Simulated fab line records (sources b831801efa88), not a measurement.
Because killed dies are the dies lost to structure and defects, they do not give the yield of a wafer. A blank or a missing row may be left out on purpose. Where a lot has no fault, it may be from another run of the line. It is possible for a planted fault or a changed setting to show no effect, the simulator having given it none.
Matching of chambers -- flow sky130 -- SKY_FIELD_ISO_CMP_27 on cmp-01: 4 sister chambers
The step polishes, stops on Si3N4, t overpolish 16 s, target thk 457.8 nm. 4 wafers are shown with their chamber, then 7 later ones without.

WAFERS WITH THEIR CHAMBER
wafer,chamber,motorCurrentA (A)
L940.5,3,14.5
L946.5,0,11.7
L951.2,2,11.0
L951.3,1,12.7

WAFERS WITHOUT THEIR CHAMBER
wafer,motorCurrentA (A)
L951.4,11.4
L953.3,12.2
L953.5,11.6
L953.6,12.5
L959.2,11.1
L959.3,11.9
L959.5,11.2

EACH ONE'S CHAMBER
wafer,from the rows above,in truth
L951.4,can't be placed: 0 or 2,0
L953.3,can't be placed: 0 or 1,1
L953.5,can't be placed: 0 or 2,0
L953.6,1,1
L959.2,can't be placed: 2 or 0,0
L959.3,0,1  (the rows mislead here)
L959.5,can't be placed: 2 or 0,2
1 of 7 placed correctly. From these rows, 5 cannot be placed; in 5 the true chamber is one of the candidates. Wrongly placed: 1.
How it was worked out, from the rows above alone: a wafer's distance from a chamber is the root of the sum, over the readings, of the square of ((its reading less the chamber's mean) divided by the reading's scatter). The wafer belongs to the nearest chamber; if the next one is less than 2 further off, it can't be placed. The mean given for a chamber averages the wafers shown for that chamber. The scatter: with one shown wafer a chamber, the root of the mean of the squares of how far each hidden wafer lies from its nearest shown one.
